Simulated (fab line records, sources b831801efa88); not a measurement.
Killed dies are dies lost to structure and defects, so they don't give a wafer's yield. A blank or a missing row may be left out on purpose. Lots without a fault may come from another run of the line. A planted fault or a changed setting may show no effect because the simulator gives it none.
A struck lot beside a sound one | flow gf180mcu | 15 steps out of a route of 602
Sound: wafers L318.3, L318.4, L318.5. Struck: wafer L310.1. (L310.2, L310.5 of the same lot were not struck and are left out.) The cause comes at the end.
At each step with rows: each side's tool, then ch and its chambers, then its first start. Under that, the readings that differ: sound wafers | struck wafers | difference of the means | sigmas: that difference in standard deviations of wafers without a fault.
alike: readings whose means differ by less than 2 such deviations, and words and numbers that are the same on both sides. not compared: withheld readings, readings that some wafer has no value for, bounds like >300 that may hide the same value, and numbers for which the record gives no deviation and whose values overlap.
The two part at a step that has a row with sigmas, a row that says differs or no value, or rows on one side only. Numbers that don't overlap but have no deviation are shown without sigmas and don't part them. A reading that every wafer of one side lacks parts them only if that side has two wafers or more.

first, 6 steps without rows for these wafers: GF_TOP_METAL_HMDS_08 (prime time 60 s); GF_TOP_METAL_COAT_09 (resist thk 1500 nm); GF_TOP_METAL_SOFTBAKE_10 (time 60 s); GF_TOP_METAL_EXPOSE_11 (exposes mask MetalTop, target cd 440 nm); GF_TOP_METAL_PEB_12; GF_TOP_METAL_DEVELOP_13 (develop time 60 s).
GF_TOP_METAL_CD_MEAS_14: target cd 440 nm.
  sound on cd_sem-02, day 32 13:23; struck on cd_sem-01, day 30 10:14
  alike: cd_nm
GF_TOP_METAL_OVL_MEAS_15:
  sound on overlay-02, day 32 13:28; struck on overlay-01, day 30 10:22
  alike: TOP_METAL_OVL
GF_TOP_METAL_METAL_ETCH_16: etches the open film in Cl2/BCl3, stops on SiO2, target depth 1197 nm, time 199.5 s.
  sound on rie_metal-03 ch 0,1, day 32 13:34; struck on rie_metal-03 ch 0, day 30 10:24
  reading                | sound | struck | difference                   | sigmas
  rf_hours_counter_h (h) | - - - | 6      | no value on the sound wafers |
  alike: chamber_pressure_mTorr, drypump_motor_current_A, oes_product_au, throttle_valve_pct
GF_TOP_METAL_STRIP_17: strips in O2/N2.
  sound on plasma_asher-03 ch 0,1, day 32 13:43; struck on plasma_asher-01 ch 1, day 30 10:35
  reading                      | sound             | struck | difference                   | sigmas
  rf_hours_counter_h (h)       | - - -             | 93     | no value on the sound wafers |
  strip_time_to_endpoint_s (s) | 12.60 12.79 12.61 | 12.86  | +0.19                        | +3
  alike: chamber_pressure_mTorr, drypump_motor_current_A, heater_power_w, n2_flow_sccm, oes_product_au
then, 2 steps without rows for these wafers: GF_TOP_METAL_STRIP_18 (strips in post etch residue remover, time 1200 s); GF_TOP_METAL_CLEAN_19 (cleans in DIW).
GF_PASSIVATION_CVD_00: deposits SiO2 from TEOS, target thk 1000 nm, time 111.95 s.
  sound on pecvd-04 ch 0,1,2, day 32 14:34; struck on pecvd-02 ch 0, day 30 11:07
  reading                                      | sound             | struck | difference | sigmas
  rf_fwd_power_W (W)                           | 599.2 595.6 596.8 | 688.8  | +91.6      | +44
  model.SiO2_of_PASSIVATION_CVD_00.thk_nm (nm) | 977.8 1015 992.4  | 1024   | +29        |
  alike: heater_power_w
GF_PASSIVATION_THK_MEAS_01:
  sound on film_metro-01, day 32 14:40; struck on film_metro-04, day 30 11:12
  reading                     | sound        | struck | difference | sigmas
  PASSIVATION_CVD_00_THK (nm) | 978 1016 992 | 1025   | +30        | +2
GF_PASSIVATION_CVD_02: deposits Si3N4, target thk 700 nm, time 486.18 s.
  sound on pecvd-02 ch 0,1, day 32 14:51; struck on pecvd-03 ch 2, day 30 11:16
  alike: heater_power_w, rf_fwd_power_W

WHERE THEY PART
First at GF_TOP_METAL_METAL_ETCH_16; last, within this record, at GF_PASSIVATION_THK_MEAS_01. Later steps at which nothing parts them and some readings are alike: GF_PASSIVATION_CVD_02.

WHY: what the simulator had put in
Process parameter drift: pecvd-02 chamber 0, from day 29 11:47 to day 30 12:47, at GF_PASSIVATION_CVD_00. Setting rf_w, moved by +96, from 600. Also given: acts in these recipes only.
